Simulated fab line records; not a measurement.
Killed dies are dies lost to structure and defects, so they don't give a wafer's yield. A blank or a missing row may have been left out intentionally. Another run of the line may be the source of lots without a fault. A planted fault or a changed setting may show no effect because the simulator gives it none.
8D (eight disciplines) problem report, filled in by code :: flow gf180mcu :: the parts of the form that need people (team, actions taken, sign-off) are left out

## 1. WHAT IS WRONG
VT_IMPLANT_03_OVL at GF_VT_IMPLANT_OVL_MEAS_40 reads a mean of 90.4 nm on 9 wafers of 3 lots; wafers without a fault read -0.9 nm with a standard deviation of 1.5. That is +61 standard deviations from the usual mean.
First observed at day 12 11:43: wafer L659.2, on overlay-02. Wafers with a number at this step in the record: 39, from 13 lots. Rule for "out" (also "out of limits"): further than 4 standard deviations from the usual mean. Any other wafer with a number is counted as sound.

## 2. WHAT THIS IS AND IS NOT
question: which readings at this step
is: VT_IMPLANT_03_OVL
is not: -

question: which lots
is: L659, L660, L661
is not: L642, L644, L645, L649, L651, L655, L656, L662, L663, L664

question: which wafers of those lots
is: all that have a number
is not: -

question: read on which gauges
is: overlay-01, overlay-02
is not: -

question: when
is: from day 12 11:43
is not: up to then (21 sound wafers); but 9 sound wafers of L662, L663, L664 came after

## 3. SUSPECTS, AND WHAT RULES EACH OUT
Counting: a tool at a process step up to the reading stays a suspect if it ran every lot that is out and no sound lot after the first of them.
- the gauge at GF_VT_IMPLANT_OVL_MEAS_40 has been ruled out. Those wafers that are out were read across 2 gauges (overlay-01, overlay-02).
- plasma asher-03 at GF_VT_IMPLANT_STRIP_31 (strips in O2/N2): kept. All lots that are out passed through it, beginning with L659 at day 11 16:23, and no sound lot followed; its final sound lot before that point was L642 at day 7 05:33.
- iline stepper-02 at GF_VT_IMPLANT_EXPOSE_37 (exposes mask Nwell HV AREA, target cd 860 nm): kept. All lots that are out passed through it, beginning with L659 at day 12 01:36, and no sound lot followed; its final sound lot before that point was L651 at day 9 22:44.
What counting leaves: plasma asher-03 at GF_VT_IMPLANT_STRIP_31 and iline stepper-02 at GF_VT_IMPLANT_EXPOSE_37.

## 4. THE CAUSE (what the simulator had put in)
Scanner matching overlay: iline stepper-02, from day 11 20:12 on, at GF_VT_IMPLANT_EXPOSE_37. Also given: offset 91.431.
This tool is one of the 2 suspects left after counting.

## 5. THE EFFECT CHAIN, in route order
One row per reading whose mean, taken over the struck wafers that have a number, lies over 3 standard deviations from the usual. Only readings whose record carries a usual standard deviation are examined. hours: median over the lots of the time between each lot's start at the first step of this table that gives one and its start at this step. sigmas: the change, counted in usual standard deviations.
hours: 0
step: GF_VT_IMPLANT_OVL_MEAS_40
reading: VT_IMPLANT_03_OVL
usual: -0.9 nm
on struck wafers: 90.4
change: +91.3
sigmas: +61

## 6. WHAT WOULD HAVE CAUGHT IT SOONER
In this record the first reading out of limits at a measuring or inspecting step was taken at day 12 11:43, 16 hours after the fault began at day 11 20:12.
Lots out: 3; of these, L661 started GF_VT_IMPLANT_EXPOSE_37 on iline stepper-02 after day 12 11:43. It would have been spared by a hold on the tool at that moment.
